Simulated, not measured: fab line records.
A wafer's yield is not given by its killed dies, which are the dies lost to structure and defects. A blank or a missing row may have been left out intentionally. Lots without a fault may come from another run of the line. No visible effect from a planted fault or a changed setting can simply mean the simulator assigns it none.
fab line records	flow sky130
[record] lots = 11	wafers = 33	last_day = 50
route steps=708 shown CONTACT@421 METAL1@437 VIA1@460 PAD_OPEN@708
lots that met no fault: from a run of the same line without faults
start_h: the number of hours between the record's first day and the start of the first shown wafer of the lot	wait_h: hours since the lot's step before	" identical to the entry in the row above	L1.1+2: a single row standing in for several wafers	- either no value or no given start	* or withheld: withheld	< > ~ a bound
route shown NAME@n: a module of which the file shows steps, and the number in the route of the first	usual: mean/standard deviation taken from wafers without a fault	same: alike in all rows	chamber/n: place in a boat	sites: each site's reading	_std_site: how widely they spread, as a standard deviation	_edge_site: outer sites' mean less inner sites'	radius_mm: for every site, how far away it sits from the centre of the wafer	mask NAME#n: copy n	behind: tool/chamber where the wafer was last shaped	hold: cause of the lot's hold/its duration in hours/its outcome	device: the transistor (n, p or np) that didn't switch	end of line: the same wafers' tests at the end of the route	a step with no rows: only its recipe	killed: count of dies lost to structure and defects at first sort (not the wafer's yield)	map: per-die view of a wafer (x killed, . not killed, _ where there is no die)
set.NAME: the setting as run; set.NAME@STEP: as run at that earlier step	model.NAME: the simulator's own value behind a step, which no gauge read
steps of the route over a sample of lots; a table a step, a row a wafer
services: a tool's chamber out of use, with start hour (start_h, from the record's first day; less than 0 if before it), hours out, and reason
[[steps]]
[step SKY_CONTACT_OVL_MEAS_15]
[usual] CONTACT_OVL = 4/5.8
lot.wafer	tool	chamber	start_h	wait_h	CONTACT_OVL[nm]
L308.3	overlay-02	-	748.57	0.1	2
L308.4	"	-	"	"	7
L308.5	"	-	"	"	3
L309.1	overlay-01	-	776.24	0.1	8
L309.3	"	-	"	"	5
L309.6	"	-	"	"	4
L310.1	overlay-02	-	777.37	0.1	13
L310.4	"	-	"	"	16
L310.6	"	-	"	"	19
L312.1	overlay-01	-	808.26	0.1	3
L312.3	"	-	"	"	2
L312.6	"	-	"	"	2
L317.1	overlay-02	-	830.11	0.1	11
L317.3	"	-	"	"	6
L317.5	"	-	"	"	7
L318.1	overlay-01	-	835.17	0.1	2
L318.2	"	-	"	"	7
L318.6	"	-	"	"	2
L319.2	overlay-02	-	856.13	0.1	-4
L319.5	"	-	"	"	0
L319.6	"	-	"	"	-6
L321.3	overlay-01	-	862.20	0.1	0
L321.5	"	-	"	"	2
L321.6	"	-	"	"	-3
L322.2	overlay-01	-	868.60	0.1	4
L322.4	"	-	"	"	4
L322.6	"	-	"	"	5
L326.1	overlay-01	-	890.26	0.1	-1
L326.4	"	-	"	"	4
L326.5	"	-	"	"	-6
L329.1	overlay-02	-	905.32	0.1	13
L329.4	"	-	"	"	9
L329.6	"	-	"	"	13
[step SKY_METAL1_SPUTTER_03]
[recipe] material = Ti	target_thk_nm = 5	power_w = 3000	time_s = 3.3	chamber_pressure_pa = 0.4
[usual] throttle_valve_pct = 29.8/1
lot.wafer	tool	chamber	start_h	wait_h	throttle_valve_pct
L308.3	pvd_sputter-01	-	750.63	0.0	28.0
L308.4	"	-	"	"	28.8
L308.5	"	-	"	"	28.9
L309.1	pvd_sputter-04	-	777.73	0.0	30.1
L309.3	"	-	"	"	30.6
L309.6	"	-	"	"	30.7
L310.1	pvd_sputter-04	-	778.87	0.0	30.1
L310.4	"	-	"	"	30.7
L310.6	"	-	"	"	28.9
L312.1	pvd_sputter-01	-	809.75	0.0	27.9
L312.3	"	-	"	"	28.7
L312.6	"	-	"	"	30.3
L317.1	pvd_sputter-01	-	831.60	0.0	30.3
L317.3	"	-	"	"	28.3
L317.5	"	-	"	"	28.7
L318.1	pvd_sputter-03	-	836.66	0.0	29.5
L318.2	"	-	"	"	28.7
L318.6	"	-	"	"	28.5
L319.2	pvd_sputter-01	-	857.68	0.0	30.8
L319.5	"	-	"	"	28.0
L319.6	"	-	"	"	28.9
L321.3	pvd_sputter-01	-	863.72	0.0	30.2
L321.5	"	-	"	"	29.9
L321.6	"	-	"	"	30.5
L322.2	pvd_sputter-03	-	870.12	0.0	31.3
L322.4	"	-	"	"	28.5
L322.6	"	-	"	"	31.6
L326.1	pvd_sputter-03	-	891.77	0.0	29.5
L326.4	"	-	"	"	31.7
L326.5	"	-	"	"	30.4
L329.1	pvd_sputter-04	-	906.81	0.0	30.4
L329.4	"	-	"	"	30.6
L329.6	"	-	"	"	30.7
[step SKY_METAL1_DESCUM_17]
[recipe] chemistry = O2	source_power_w = 150	bias_power_w = 0	pressure_mtorr = 10	temp_c = 40	time_s = 8
[usual] drypump_motor_current_A = 5.5/0.39	oes_product_au = 1.003/0.013
[same] bias_power_w = 0
lot.wafer	tool	chamber	start_h	wait_h	drypump_motor_current_A	oes_product_au	rf_hours_counter_h
L308.3	rie_metal-03	0	778.61	0.0	5.9	1.019	-
L308.4	"	1	"	"	5.6	0.992	-
L308.5	"	1	"	"	5.6	0.979	-
L309.1	rie_metal-02	1	804.68	0.0	5.0	1.011	6
L309.3	"	1	"	"	5.0	1.004	-
L309.6	"	0	"	"	5.8	1.028	-
L310.1	rie_metal-01	1	806.56	0.0	5.0	0.995	1
L310.4	"	0	"	"	5.9	1.002	-
L310.6	"	0	"	"	5.9	1.000	-
L312.1	rie_metal-01	0	836.51	0.0	5.9	1.003	15
L312.3	"	1	"	"	5.0	1.001	-
L312.6	"	1	"	"	5.0	0.995	-
L317.1	rie_metal-03	0	857.75	0.0	5.9	1.020	17
L317.3	"	0	"	"	5.9	1.015	-
L317.5	"	0	"	"	5.9	1.021	-
L318.1	rie_metal-03	1	863.29	0.0	5.6	0.979	4
L318.2	"	0	"	"	5.9	1.018	17
L318.6	"	1	"	"	5.7	0.984	-
L319.2	rie_metal-03	0	884.40	0.0	5.9	1.007	18
L319.5	"	0	"	"	5.9	1.009	-
L319.6	"	1	"	"	5.6	0.984	-
L321.3	rie_metal-01	1	890.10	0.0	5.0	1.010	-
L321.5	"	1	"	"	5.0	1.007	-
L321.6	"	0	"	"	5.9	1.006	-
L322.2	rie_metal-02	1	896.31	0.0	5.0	1.011	10
L322.4	"	1	"	"	5.0	1.003	-
L322.6	"	1	"	"	5.0	1.005	-
L326.1	rie_metal-01	1	916.86	0.0	5.0	0.996	6
L326.4	"	1	"	"	4.9	0.989	-
L326.5	"	1	"	"	4.9	0.997	-
L329.1	rie_metal-01	1	932.19	0.0	5.0	0.987	7
L329.4	"	1	"	"	5.0	0.997	-
L329.6	"	1	"	"	4.9	0.994	-
[step SKY_VIA1_CMP_02]
[recipe] material = SiO2	down_force_psi = 4	platen_rpm = 60	pad_velocity_m_s = 0.94248
[usual] motor_current_A = 11.7/1.2	retaining_ring_pressure_frac = 1.000/0.0048	slurry_flow_ml_min = 150.0/0.43
lot.wafer	tool	chamber	start_h	wait_h	motor_current_A	retaining_ring_pressure_frac	slurry_flow_ml_min
L308.3	cmp-01	1	779.56	0.0	11.6	0.996	150.0
L308.4	"	0	"	"	10.5	1.002	150.1
L308.5	"	2	"	"	12.7	1.000	149.6
L309.3	cmp-02	1	805.76	0.1	9.3	0.999	150.5
L309.1	"	2	"	"	12.1	0.991	149.3
L309.6	"	3	"	"	11.4	1.009	150.5
L310.1	cmp-02	2	808.38	0.9	12.1	1.004	149.5
L310.4	"	3	"	"	11.4	1.000	150.3
L310.6	"	3	"	"	12.1	1.003	149.9
L312.3	cmp-01	3	837.46	0.0	14.3	1.003	149.9
L312.1	"	2	"	"	12.8	1.000	149.4
L312.6	"	0	"	"	11.0	0.998	150.7
L317.3	cmp-01	2	858.78	0.1	12.8	1.002	149.8
L317.1	"	0	"	"	10.5	0.998	149.6
L317.5	"	1	"	"	12.3	0.998	149.9
L318.2	cmp-01	1	864.23	0.0	11.8	1.000	151.2
L318.1	"	2	"	"	12.2	0.996	150.5
L318.6	"	2	"	"	12.9	0.997	150.3
L319.2	cmp-01	3	885.48	0.1	13.2	0.990	150.1
L319.5	"	1	"	"	11.8	0.991	149.6
L319.6	"	2	"	"	12.2	0.995	149.1
L321.3	cmp-02	0	891.19	0.1	11.2	1.001	150.2
L321.6	"	2	"	"	12.8	1.007	149.5
L321.5	"	3	"	"	11.3	0.997	150.1
L322.4	cmp-02	2	897.30	0.0	12.2	1.005	149.8
L322.2	"	3	"	"	10.6	1.002	149.5
L322.6	"	3	"	"	11.4	1.005	150.2
L326.1	cmp-02	3	918.09	0.1	11.9	0.991	149.6
L326.4	"	0	"	"	11.4	0.998	149.6
L326.5	"	1	"	"	9.4	1.003	150.5
L329.1	cmp-02	3	933.19	0.1	11.9	1.002	150.1
L329.4	"	1	"	"	9.2	0.999	150.1
L329.6	"	3	"	"	11.3	1.001	151.0
[step SKY_VIA1_BOW_MEAS_03]
[recipe] mode = bow
[usual] VIA1_BOW = 80/7.1
lot.wafer	tool	chamber	start_h	wait_h	hold	VIA1_BOW[um]
L308.3	film_metro-01	-	779.90	0.3	-	92
L308.4	"	-	"	"	-	90
L308.5	"	-	"	"	-	92
L309.1	film_metro-01	-	805.96	0.1	-	75
L309.3	"	-	"	"	-	84
L309.6	"	-	"	"	-	72
L310.1	film_metro-02	-	808.68	0.2	-	80
L310.4	"	-	"	"	-	83
L310.6	"	-	"	"	-	88
L312.1	film_metro-04	-	837.76	0.1	-	87
L312.3	"	-	"	"	-	100
L312.6	"	-	"	"	-	87
L317.1	film_metro-01	-	859.03	0.1	await_dispo/0.2h/release	75
L317.3	"	-	"	"	await_dispo/0.2h/release	64
L317.5	"	-	"	"	await_dispo/0.2h/release	63
L317.1	film_metro-01	-	859.31	0.3	-	-
L317.3	"	-	"	"	-	-
L317.5	"	-	"	"	-	-
L318.1	film_metro-04	-	864.53	0.2	await_dispo/0.2h/release	80
L318.2	"	-	"	"	await_dispo/0.2h/release	82
L318.6	"	-	"	"	await_dispo/0.2h/release	67
L318.1	film_metro-04	-	864.82	0.3	-	-
L318.2	"	-	"	"	-	-
L318.6	"	-	"	"	-	-
L319.2	film_metro-01	-	885.70	0.2	await_dispo/0.2h/release	73
L319.5	"	-	"	"	await_dispo/0.2h/release	90
L319.6	"	-	"	"	await_dispo/0.2h/release	86
L319.2	film_metro-01	-	885.99	0.3	-	-
L319.5	"	-	"	"	-	-
L319.6	"	-	"	"	-	-
L321.3	film_metro-01	-	891.43	0.2	-	87
L321.5	"	-	"	"	-	81
L321.6	"	-	"	"	-	92
L322.2	film_metro-01	-	897.62	0.2	-	87
L322.4	"	-	"	"	-	75
L322.6	"	-	"	"	-	83
L326.1	film_metro-02	-	918.29	0.1	-	85
L326.4	"	-	"	"	-	73
L326.5	"	-	"	"	-	93
L329.1	film_metro-01	-	933.49	0.2	-	87
L329.4	"	-	"	"	-	84
L329.6	"	-	"	"	-	80
[step SKY_VIA1_ETCH_15]
[recipe] target = SiO2	chemistry = C4F8/O2/Ar	target_depth_nm = 351	stop_on = TiN	mask_material = KrF-thick	source_w = 1500	bias_w = 1200	pressure_mtorr = 40	c4f8_flow_sccm = withheld	O2_flow_sccm = 6	Ar_flow_sccm = 300	time_s = 54
[usual] oes_product_au = 0.981/0.0074
lot.wafer	tool	chamber	start_h	wait_h	oes_product_au	rf_hours_counter_h
L308.3	rie_diel-02	2	807.37	0.0	0.977	5
L308.4	"	0	"	"	0.983	27
L308.5	"	1	"	"	0.983	-
L309.1	rie_diel-02	0	833.17	0.0	0.987	27
L309.3	"	1	"	"	0.983	20
L309.6	"	0	"	"	0.989	-
L310.1	rie_diel-01	2	834.88	0.0	0.982	15
L310.4	"	1	"	"	0.981	16
L310.6	"	0	"	"	0.971	-
L312.1	rie_diel-04	0	864.27	0.0	0.984	12
L312.3	"	1	"	"	0.974	19
L312.6	"	2	"	"	0.976	-
L317.1	rie_diel-01	1	885.60	0.0	0.976	18
L317.3	"	3	"	"	0.823	4
L317.5	"	2	"	"	0.982	-
L318.1	rie_diel-04	3	891.17	0.0	0.975	11
L318.2	"	2	"	"	0.985	12
L318.6	"	3	"	"	0.830	-
L319.2	rie_diel-02	2	910.83	0.0	0.967	9
L319.5	"	1	"	"	0.988	-
L319.6	"	0	"	"	0.838	-
L321.3	rie_diel-02	0	916.32	0.0	0.970	1
L321.5	"	1	"	"	0.992	-
L321.6	"	2	"	"	0.983	-
L322.2	rie_diel-04	1	922.72	0.0	0.992	0
L322.4	"	0	"	"	0.988	14
L322.6	"	2	"	"	0.990	-
L326.1	rie_diel-04	0	943.99	0.0	0.995	15
L326.4	"	1	"	"	0.989	1
L326.5	"	1	"	"	0.981	-
L329.1	rie_diel-04	1	957.57	0.0	0.989	1
L329.4	"	1	"	"	0.984	-
L329.6	"	3	"	"	0.985	-
[step SKY_PAD_OPEN_PROBE_99]
[usual] defect_limited_yield = 82.5/2	killed_at_M0_to_M3 = 44/7.7	killed_at_M4_up = 3.0/1.9	killed_at_contacts = 25/5.6	killed_at_front_end = 15/4.6	killed_at_other = 0.3/0.47	killed_dies = 86/9.9	killed_on_rim = 17/3.6	killed_open = 47/7.4	killed_short = 39/5.9	sort_bin_3_pad_short = 0.8/0.37	sort_bin_5_function = 10.4/1.5	sort_bin_6_memory = 6.3/1	sort_n_pass = 406/9.9	sort_yield_pct = 82.5/2
[same] gross_dies = 492	killed_at_back_side = 0	sort_bin_4_leakage[%] = 0	sort_bin_8_speed[%] = 0
lot.wafer	tool	chamber	start_h	wait_h	defect_limited_yield[%]	killed_at_M0_to_M3	killed_at_M4_up	killed_at_contacts	killed_at_front_end	killed_at_other	killed_dies	killed_on_rim	killed_open	killed_short	sort_bin_3_pad_short[%]	sort_bin_5_function[%]	sort_bin_6_memory[%]	sort_n_pass	sort_yield_pct[%]
L308.3	prober-01	-	1090.76	0.2	84.8	30	8	29	8	0	75	16	39	36	0.8	8.7	5.7	417	84.8
L308.4	prober-01	-	1090.81	0.2	82.5	43	9	20	14	0	86	11	46	40	0.6	8.7	8.1	406	82.5
L308.5	prober-01	-	1090.86	0.2	80.7	42	4	39	10	0	95	17	55	40	0.2	12.2	6.9	397	80.7
L309.1	prober-02	-	1109.12	0.1	82.1	40	4	34	10	0	88	24	49	39	0.6	10.8	6.5	404	82.1
L309.3	prober-02	-	1109.22	0.2	81.3	50	5	22	15	0	92	17	51	41	1.2	11.4	6.1	400	81.3
L309.6	prober-02	-	1109.37	0.2	79.1	49	6	32	16	0	103	21	59	44	1.2	11.8	7.9	389	79.1
L310.1	prober-01	-	1110.24	0.1	78.7	57	2	30	16	0	105	24	62	43	0.6	13.0	7.7	387	78.7
L310.4	prober-01	-	1110.39	0.2	82.5	48	0	26	11	1	86	16	46	40	0.6	10.6	6.3	406	82.5
L310.6	prober-01	-	1110.49	0.2	79.5	55	5	24	16	1	101	24	59	42	1.0	13.0	6.5	391	79.5
L312.1	prober-01	-	1135.26	0.1	80.9	54	4	18	17	1	94	16	50	44	0.4	11.4	7.3	398	80.9
L312.3	prober-01	-	1135.36	0.2	80.1	57	3	24	13	1	98	15	49	49	0.6	13.6	5.7	394	80.1
L312.6	prober-01	-	1135.51	0.2	82.9	43	2	30	9	0	84	15	43	41	0.4	10.8	5.9	408	82.9
L317.1	prober-02	-	1146.56	0.1	81.1	38	2	38	15	0	93	11	48	45	0.4	11.6	6.9	399	81.1
L317.3	prober-02	-	1146.66	0.2	84.1	39	0	21	18	0	78	13	46	32	0.6	11.4	3.9	414	84.1
L317.5	prober-02	-	1146.76	0.2	82.5	58	0	19	9	0	86	14	56	30	0.8	10.2	6.5	406	82.5
L318.1	prober-01	-	1153.56	0.1	80.1	46	1	29	21	1	98	18	57	41	1.0	12.8	6.1	394	80.1
L318.2	prober-01	-	1153.61	0.1	79.5	47	4	25	24	1	101	18	59	42	0.2	12.2	8.1	391	79.5
L318.6	prober-01	-	1153.81	0.2	82.5	34	3	27	22	0	86	13	50	36	0.8	9.6	7.1	406	82.5
L319.2	prober-02	-	1166.03	0.1	84.3	33	2	34	8	0	77	18	42	35	1.6	8.9	5.1	415	84.3
L319.5	prober-02	-	1166.18	0.2	81.7	49	4	30	6	1	90	20	47	43	1.2	10.8	6.3	402	81.7
L319.6	prober-02	-	1166.23	0.2	85.0	35	3	28	8	0	74	14	41	33	0.8	9.3	4.9	418	85.0
L321.3	prober-01	-	1169.15	0.2	82.9	46	3	18	17	0	84	18	52	32	0.6	10.6	5.9	408	82.9
L321.5	prober-01	-	1169.25	0.2	83.3	43	3	21	15	0	82	17	42	40	1.4	9.6	5.7	410	83.3
L321.6	prober-01	-	1169.30	0.2	78.9	56	0	22	26	0	104	19	56	44	1.2	11.8	8.1	388	78.9
L322.2	prober-02	-	1176.48	0.1	82.7	37	2	24	22	0	85	16	38	47	0.8	11.8	4.7	407	82.7
L322.4	prober-02	-	1176.58	0.2	83.9	41	4	25	8	1	79	17	47	32	1.0	9.3	5.7	413	83.9
L322.6	prober-02	-	1176.68	0.2	85.0	34	4	25	10	1	74	14	44	30	1.0	8.9	5.1	418	85.0
L326.1	prober-02	-	1189.91	0.1	83.5	41	6	25	9	0	81	16	49	32	0.4	10.6	5.5	411	83.5
L326.4	prober-02	-	1190.06	0.2	85.0	28	3	23	20	0	74	17	40	30	0.8	8.7	5.5	418	85.0
L326.5	prober-02	-	1190.11	0.2	84.1	40	1	24	11	2	78	12	37	41	0.4	10.4	5.1	414	84.1
L329.1	prober-01	-	1197.57	0.1	81.3	47	4	23	18	0	92	18	47	45	0.8	10.2	7.7	400	81.3
L329.4	prober-01	-	1197.72	0.2	82.7	43	3	20	19	0	85	16	42	43	1.4	11.0	4.9	407	82.7
L329.6	prober-01	-	1197.82	0.2	82.1	38	8	29	13	0	88	11	42	46	0.6	11.4	5.9	404	82.1
// killed by level:class
L308.3 CONTACT:geometric_particle:open=11 VIA1:geometric_particle:open=8 LI_CONTACT:geometric_particle:open=7 LOCAL_INTERCONNECT:geometric_particle:short=6 METAL2:geometric_particle:short=6 METAL4:geometric_particle:short=5 VIA2:geometric_particle:open=4 CONTACT:geometric_particle:short=4
L308.4 VIA1:geometric_particle:open=12 CONTACT:geometric_particle:open=11 METAL2:geometric_particle:short=7 METAL4:geometric_particle:short=7 VIA2:geometric_particle:open=6 LOCAL_INTERCONNECT:geometric_particle:short=5 METAL1:geometric_particle:short=4 VIA3:geometric_particle:short=4
L308.5 VIA1:geometric_particle:open=16 LI_CONTACT:geometric_particle:open=13 CONTACT:geometric_particle:open=11 CONTACT:geometric_particle:short=7 VIA3:geometric_particle:open=7 LI_CONTACT:geometric_particle:short=5 METAL1:geometric_particle:short=5 POLY_GATE:geometric_particle:short=4
L309.1 LI_CONTACT:geometric_particle:open=10 CONTACT:geometric_particle:open=10 VIA1:geometric_particle:open=8 VIA3:geometric_particle:open=8 LOCAL_INTERCONNECT:geometric_particle:short=7 VIA2:geometric_particle:open=5 LI_CONTACT:geometric_particle:short=4 METAL1:geometric_particle:short=4
L309.3 VIA2:geometric_particle:open=14 CONTACT:geometric_particle:open=9 VIA1:geometric_particle:open=8 METAL2:geometric_particle:short=8 LI_CONTACT:geometric_particle:open=7 VIA2:geometric_particle:short=5 VIA3:geometric_particle:open=5 METAL4:geometric_particle:short=5
L309.6 LI_CONTACT:geometric_particle:open=10 CONTACT:geometric_particle:open=9 VIA1:geometric_particle:open=9 VIA3:geometric_particle:open=8 VIA1:geometric_particle:short=8 METAL1:geometric_particle:short=5 FIELD_ISO:geometric_particle:open=4 POLY_GATE:geometric_particle:short=4
L310.1 VIA1:geometric_particle:open=13 VIA2:geometric_particle:open=11 LI_CONTACT:geometric_particle:open=9 CONTACT:geometric_particle:open=8 LOCAL_INTERCONNECT:geometric_particle:short=6 METAL2:geometric_particle:short=6 VIA3:geometric_particle:open=6 FIELD_ISO:geometric_particle:short=5
L310.4 VIA1:geometric_particle:open=14 CONTACT:geometric_particle:open=11 METAL2:geometric_particle:short=7 VIA3:geometric_particle:open=6 LOCAL_INTERCONNECT:geometric_particle:short=6 METAL1:geometric_particle:short=5 FIELD_ISO:geometric_particle:open=4 VIA1:geometric_particle:short=4
L310.6 VIA1:geometric_particle:open=14 CONTACT:geometric_particle:open=10 METAL1:geometric_particle:short=8 VIA2:geometric_particle:open=7 VIA3:geometric_particle:open=7 VIA1:geometric_particle:short=5 LI_CONTACT:geometric_particle:short=4 METAL2:geometric_particle:short=4
L312.1 VIA1:geometric_particle:open=13 CONTACT:geometric_particle:short=8 METAL2:geometric_particle:short=7 VIA2:geometric_particle:open=7 CONTACT:geometric_particle:open=6 VIA3:geometric_particle:open=6 POLY_GATE:geometric_particle:open=5 METAL3:geometric_particle:short=5
L312.3 VIA1:geometric_particle:open=12 LI_CONTACT:geometric_particle:open=9 METAL2:geometric_particle:short=7 VIA2:geometric_particle:open=7 POLY_GATE:geometric_particle:short=6 VIA3:geometric_particle:open=6 VIA1:geometric_particle:short=5 CONTACT:geometric_particle:open=5
L312.6 CONTACT:geometric_particle:open=10 LI_CONTACT:geometric_particle:open=9 VIA1:geometric_particle:short=8 VIA1:geometric_particle:open=7 CONTACT:geometric_particle:short=5 METAL1:geometric_particle:short=4 METAL2:geometric_particle:short=4 VIA2:geometric_particle:open=4
L317.1 CONTACT:geometric_particle:open=12 LI_CONTACT:geometric_particle:open=11 CONTACT:geometric_particle:short=8 FIELD_ISO:geometric_particle:short=6 VIA3:geometric_particle:open=6 VIA3:geometric_particle:short=6 METAL3:geometric_particle:short=5 VIA1:geometric_particle:short=4
L317.3 CONTACT:geometric_particle:open=11 VIA1:geometric_particle:open=8 FIELD_ISO:geometric_particle:open=6 VIA3:geometric_particle:open=6 VIA2:geometric_particle:open=6 VIA1:geometric_particle:short=6 POLY_GATE:geometric_particle:open=5 METAL3:geometric_particle:short=4
L317.5 VIA1:geometric_particle:open=14 VIA3:geometric_particle:open=11 VIA2:geometric_particle:open=10 LI_CONTACT:geometric_particle:open=7 METAL2:geometric_particle:short=6 POLY_GATE:geometric_particle:open=5 CONTACT:geometric_particle:open=5 METAL1:geometric_particle:short=4
L318.1 VIA1:geometric_particle:open=14 CONTACT:geometric_particle:open=13 VIA3:geometric_particle:open=8 METAL1:geometric_particle:short=8 POLY_GATE:geometric_particle:short=6 LI_CONTACT:geometric_particle:open=6 FIELD_ISO:geometric_particle:open=4 POLY_GATE:geometric_particle:open=4
L318.2 VIA1:geometric_particle:open=15 CONTACT:geometric_particle:open=9 VIA3:geometric_particle:open=8 METAL1:geometric_particle:short=7 LI_CONTACT:geometric_particle:open=6 VIA1:geometric_particle:short=6 FIELD_ISO:geometric_particle:short=5 VIA2:geometric_particle:open=5
L318.6 CONTACT:geometric_particle:open=11 LI_CONTACT:geometric_particle:open=8 VIA1:geometric_particle:open=8 METAL2:geometric_particle:short=7 FIELD_ISO:geometric_particle:short=6 POLY_GATE:geometric_particle:open=6 VIA3:geometric_particle:open=5 POLY_GATE:geometric_particle:short=4
L319.2 VIA1:geometric_particle:open=10 CONTACT:geometric_particle:open=9 LI_CONTACT:geometric_particle:open=8 METAL2:geometric_particle:short=8 LOCAL_INTERCONNECT:geometric_particle:short=6 CONTACT:geometric_particle:short=5 VIA2:geometric_particle:open=5 LI_CONTACT:geometric_particle:short=4
L319.5 VIA1:geometric_particle:open=10 LI_CONTACT:geometric_particle:open=9 CONTACT:geometric_particle:open=9 METAL2:geometric_particle:short=9 VIA2:geometric_particle:open=8 VIA1:geometric_particle:short=6 CONTACT:geometric_particle:short=5 LOCAL_INTERCONNECT:geometric_particle:short=4
L319.6 CONTACT:geometric_particle:open=13 VIA1:geometric_particle:open=7 LI_CONTACT:geometric_particle:open=5 LOCAL_INTERCONNECT:geometric_particle:short=5 METAL1:geometric_particle:short=5 VIA2:geometric_particle:open=5 FIELD_ISO:geometric_particle:open=3 VIA1:geometric_particle:short=3
L321.3 CONTACT:geometric_particle:open=9 VIA2:geometric_particle:open=9 VIA1:geometric_particle:open=8 POLY_GATE:geometric_particle:open=7 VIA3:geometric_particle:open=7 METAL2:geometric_particle:short=6 METAL1:geometric_particle:short=5 POLY_GATE:geometric_particle:short=4
L321.5 CONTACT:geometric_particle:open=9 VIA1:geometric_particle:open=9 VIA3:geometric_particle:open=8 POLY_GATE:geometric_particle:short=6 VIA1:geometric_particle:short=5 VIA3:geometric_particle:short=5 FIELD_ISO:geometric_particle:short=4 LI_CONTACT:geometric_particle:open=4
L321.6 VIA1:geometric_particle:open=10 VIA3:geometric_particle:short=10 POLY_GATE:geometric_particle:open=8 VIA3:geometric_particle:open=8 FIELD_ISO:geometric_particle:open=6 LOCAL_INTERCONNECT:geometric_particle:short=6 CONTACT:geometric_particle:open=6 METAL3:geometric_particle:short=5
L322.2 CONTACT:geometric_particle:open=11 FIELD_ISO:geometric_particle:short=7 METAL1:geometric_particle:short=7 VIA2:geometric_particle:open=6 VIA1:geometric_particle:open=6 FIELD_ISO:geometric_particle:open=4 POLY_GATE:geometric_particle:short=4 POLY_GATE:geometric_particle:open=4
L322.4 VIA1:geometric_particle:open=13 CONTACT:geometric_particle:open=12 VIA3:geometric_particle:open=7 VIA2:geometric_particle:open=5 LI_CONTACT:geometric_particle:open=4 LOCAL_INTERCONNECT:geometric_particle:short=4 VIA1:geometric_particle:short=4 FIELD_ISO:geometric_particle:short=3
L322.6 VIA1:geometric_particle:open=13 LI_CONTACT:geometric_particle:open=7 CONTACT:geometric_particle:open=7 LI_CONTACT:geometric_particle:short=5 VIA3:geometric_particle:open=5 VIA2:geometric_particle:open=4 METAL2:geometric_particle:short=4 LOCAL_INTERCONNECT:geometric_particle:short=3
L326.1 VIA1:geometric_particle:open=13 LI_CONTACT:geometric_particle:open=9 VIA2:geometric_particle:open=8 CONTACT:geometric_particle:short=6 CONTACT:geometric_particle:open=5 VIA3:geometric_particle:open=5 METAL2:geometric_particle:short=4 METAL4:geometric_particle:short=4
L326.4 CONTACT:geometric_particle:open=12 VIA2:geometric_particle:open=7 FIELD_ISO:geometric_particle:open=5 FIELD_ISO:geometric_particle:short=4 CONTACT:geometric_particle:short=4 POLY_GATE:area_etch=4 METAL2:geometric_particle:open=3 SPACER:geometric_particle:short=3
L326.5 VIA3:geometric_particle:open=8 VIA1:geometric_particle:open=7 METAL2:geometric_particle:short=7 LI_CONTACT:geometric_particle:short=6 CONTACT:geometric_particle:short=6 FIELD_ISO:geometric_particle:open=5 LI_CONTACT:geometric_particle:open=5 VIA2:geometric_particle:short=5
L329.1 VIA1:geometric_particle:open=9 METAL1:geometric_particle:short=9 CONTACT:geometric_particle:open=8 VIA2:geometric_particle:open=7 VIA3:geometric_particle:open=7 LOCAL_INTERCONNECT:geometric_particle:short=6 VIA1:geometric_particle:short=6 FIELD_ISO:geometric_particle:short=5
L329.4 VIA2:geometric_particle:open=8 VIA3:geometric_particle:open=8 CONTACT:geometric_particle:short=7 FIELD_ISO:geometric_particle:short=6 METAL1:geometric_particle:short=5 CONTACT:geometric_particle:open=5 VIA1:geometric_particle:short=5 VIA1:geometric_particle:open=5
L329.6 CONTACT:geometric_particle:open=10 VIA1:geometric_particle:open=8 LI_CONTACT:geometric_particle:open=7 METAL1:geometric_particle:short=7 CONTACT:geometric_particle:short=5 LI_CONTACT:geometric_particle:short=4 VIA1:geometric_particle:short=4 METAL2:geometric_particle:short=4
[[services]]
tool	chamber	start_h	hours	kind
rie_diel-02	-	727.50	2.8	pm
rie_diel-02	-	732.92	0.5	repair
cmp-01	-	737.26	0.6	repair
rie_diel-04	3	738.80	15.7	repair
cmp-02	-	744.16	4.0	pm
cmp-01	-	745.02	0.6	repair
rie_metal-01	1	746.58	1.3	repair
cmp-01	-	747.70	4.2	repair
cmp-01	-	752.50	4.6	pm
rie_diel-02	2	755.35	5.4	repair
rie_diel-02	0	791.03	5.7	repair
cmp-01	-	802.02	4.3	repair
cmp-02	-	819.59	3.8	repair
rie_metal-01	1	828.53	4.4	repair
cmp-01	-	830.49	1.9	repair
rie_metal-01	1	844.19	2.4	repair
pvd_sputter-01	-	868.54	2.8	repair
rie_metal-03	-	870.39	2.8	pm
rie_diel-04	2	874.25	1.2	repair
cmp-01	-	878.28	0.7	repair
rie_diel-02	-	881.93	0.7	repair
cmp-01	-	884.45	0.6	repair
cmp-01	-	912.10	4.0	pm
cmp-02	-	956.98	1.0	repair
[[key]]
[first_sign] step = SKY_VIA1_BOW_MEAS_03	reading = visit	direction = added
[effect] step = SKY_VIA1_ETCH_15	reading = oes_product_au	direction = down	sigmas = 21	usual = 0.981	struck = 0.830
met_at SKY_VIA1_CMP_02
struck_lots L317,L318,L319
struck_wafers L317.3,L318.6,L319.6
not_acting_at SKY_CONTACT_OVL_MEAS_15,SKY_METAL1_SPUTTER_03,SKY_METAL1_DESCUM_17
onset_between 837.46 858.78
[fault] kind = process_parameter_drift	tool = cmp-01	chamber = -	onset_h = 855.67	steps = SKY_VIA1_CMP_02	channel = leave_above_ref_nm	offset = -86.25	shape = step	end_h = 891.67	scope = struck_wafers_only	acts_in = these_recipes_only	stated = 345
